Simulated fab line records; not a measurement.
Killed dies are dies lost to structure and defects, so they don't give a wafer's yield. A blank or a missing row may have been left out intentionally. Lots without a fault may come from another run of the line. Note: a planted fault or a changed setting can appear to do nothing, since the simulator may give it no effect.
2 desks, one fault -- flow sky130 -- each desk has only its own numbers; what lay behind them comes last

## TOOL OWNER'S DESK, pvd sputter-04
The tool's own readings at SKY_METAL4_SPUTTER_03 (material Ti, target thk 5 nm, time 3.3 s): means of the sampled wafers that have a number, for each lot that ran on this tool. Marked OUT: a lot whose mean sits more than 4 standard deviations from the usual mean, which makes it out of limits; the brackets give that distance.
Columns: A = chamber pressure pa at SKY_METAL4_SPUTTER_03, usual 0.4000 Pa; B = throttle valve pct at SKY_METAL4_SPUTTER_03, usual 29.9 %
lot,first seen here,A,B
L837,day 42 10:02,0.4059 (+7.2) OUT,29.5
L838,day 42 11:47,0.4055 (+6.7) OUT,28.5
L847,day 44 21:09,0.4005,29.7
L846,day 44 22:42,0.3994,29.8
L849,day 45 06:22,0.4000,29.9
L850,day 45 09:56,0.3992,31.1
This desk's verdict: out of limits on L837, L838, starting with L837 at day 42 10:02 (chamber pressure pa at SKY_METAL4_SPUTTER_03). L847, L846, L849, L850 stayed within limits.

## THE METROLOGY DESK
Means of the sampled wafers that have a number, per lot and without regard to the tool the lot ran on: this is what the gauges read. Marked OUT: a lot whose mean sits more than 4 standard deviations from the usual mean, which makes it out of limits; the brackets give that distance.
Columns: A = VIA3_W_THK at SKY_VIA3_THK_MEAS_23, usual 383 nm
lot,first seen here,A
L830,day 39 16:26,384
L831,day 40 05:32,385
L836,day 41 09:32,389
L837,day 42 09:36,382
L838,day 42 11:20,386
L844,day 44 02:52,386
L845,day 44 08:08,389
L847,day 44 20:42,379
L846,day 44 22:15,381
L849,day 45 05:55,390
L850,day 45 09:29,385
L852,day 45 22:19,386
This desk's verdict: no lot among the 12 shows anything out of limits.

## BROUGHT TOGETHER
An alarm could have come from the tool owner's desk at day 42 10:02, on L837, L838.
The metrology desk saw nothing out of limits.
The metrology desk has L837, L838 on record, within its limits.
The lots listed all ran SKY_METAL4_SPUTTER_03 on pvd sputter-04.

## WHAT WAS PUT IN BY THE SIMULATOR
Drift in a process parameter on pvd sputter-04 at SKY_METAL4_SPUTTER_03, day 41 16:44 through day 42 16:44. The setting chamber pressure pa was moved by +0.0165, starting from 0.4. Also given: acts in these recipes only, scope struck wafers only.
Lots struck among those shown: L837, L838.
Hours from the fault's start to each desk's first reading out of limits: the tool owner's desk, 17.
